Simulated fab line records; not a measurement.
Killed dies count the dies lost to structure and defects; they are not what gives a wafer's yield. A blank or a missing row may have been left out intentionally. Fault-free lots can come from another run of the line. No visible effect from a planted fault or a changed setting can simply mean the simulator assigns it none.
Struck lot and sound lot, side by side :: flow gf180mcu :: 17 out of 602 route steps
Sound: these wafers, L987.4, L987.5, L987.6. Wafers struck: L989.2, L989.3, L989.6. The cause comes at the end.
At each step with rows: each side's tool, then ch and its chambers, then its first start. Under that, the readings that differ: sound wafers :: struck wafers :: difference of the means :: sigmas: that difference in standard deviations of wafers without a fault.
alike: readings with means less than 2 such deviations apart, plus words and numbers identical on both sides. not compared: withheld readings, readings lacking a value on some wafer, bounds such as >300 that could conceal the same value, and numbers that have no deviation in the record and whose values overlap.
The two part at a step that has a row with sigmas, a row that says differs or no value, or rows on one side only. Non-overlapping numbers with no deviation appear without sigmas and do not part them. A reading that every wafer of one side lacks parts them only if that side has two wafers or more.

GF_M1_SPUTTER_00: material Ti, target thk 37.5 nm, time 150 s.
  sound on pvd-sputter-04, day 19 19:16; struck on pvd-sputter-04, day 20 14:06
  alike: throttle-valve-pct
GF_M1_SPUTTER_01: material TiN, target thk 30 nm, time 25 s.
  sound on pvd-sputter-04, day 19 19:22; struck on pvd-sputter-04, day 20 14:12
  alike: throttle-valve-pct
GF_M1_SPUTTER_02: material AlCu, target thk 450 nm, time 23.9 s.
  sound on pvd-sputter-04, day 19 19:24; struck on pvd-sputter-04, day 20 14:14
  alike: throttle-valve-pct
GF_M1_SPUTTER_03: material Ti, target thk 10 nm, time 6.7 s.
  sound on pvd-sputter-04, day 19 19:26; struck on pvd-sputter-04, day 20 14:16
  alike: throttle-valve-pct
GF_M1_SPUTTER_04: material TiN, target thk 50 nm, time 41.7 s.
  sound on pvd-sputter-04, day 19 19:27; struck on pvd-sputter-04, day 20 14:17
  alike: throttle-valve-pct
GF_M1_RS_MEAS_05: uses a four-point probe to measure.
  sound on film-metro-03, day 19 19:33; struck on film-metro-01, day 20 14:20
  alike: M1_ALCU_RS
GF_M1_THK_MEAS_06: measures by xrf.
  sound on film-metro-03, day 19 19:38; struck on film-metro-01, day 20 14:27
  alike: M1_ALCU_THK
then, 5 steps without rows for these wafers: GF_M1_DEHYDRATE_07 (time 60 s); GF_M1_HMDS_08 (prime time 60 s); GF_M1_COAT_09 (resist thk 1000 nm); GF_M1_SOFTBAKE_10 (time 60 s); GF_M1_EXPOSE_11 (exposes mask Metal1, target cd 230 nm).
GF_M1_PEB_12: peb time 90 s.
  sound on litho-track-04 ch 0, day 20 18:55; struck on litho-track-04 ch 0, day 21 14:06
reading: heater-power-total-W (W)
sound: 85.59 85.85 85.60
struck: 86.32 86.49 86.31
difference: +0.69
sigmas: +9

reading: plate-temp-C (C)
sound: 135.04 134.79 134.82
struck: 135.89 135.88 135.95
difference: +1.02
sigmas: +8
  alike: resist-line-temp-C
then, 1 step without rows for these wafers: GF_M1_DEVELOP_13 (develop time 60 s).
GF_M1_CD_MEAS_14 targets a cd of 230 nm.
  sound on cd-sem-02, day 20 19:13; struck on cd-sem-02, day 21 14:26
reading: cd-nm (nm)
sound: 231.0 230.3 230.8
struck: 227.4 225.5 225.8
difference: -4.5
sigmas: -4
GF_M1_OVL_MEAS_15:
  sound on overlay-02, day 20 19:18; struck on overlay-02, day 21 14:32
  alike: M1_OVL
-- the record jumps here: 11 days lie between the struck wafers' starts before and after (it left off in module M1 and takes up again in module PASSIVATION, whose first step shown is number 602 of the route) --
GF_PASSIVATION_PROBE_99:
  the record has rows for the struck wafers here (prober-02, day 32 13:10) and none for the sound ones

WHERE THEY PART
Last at GF_PASSIVATION_PROBE_99 as far as this record goes, first at GF_M1_PEB_12.

WHY: whatever the simulator had introduced
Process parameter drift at GF_M1_PEB_12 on litho-track-04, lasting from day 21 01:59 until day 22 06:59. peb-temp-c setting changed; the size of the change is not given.
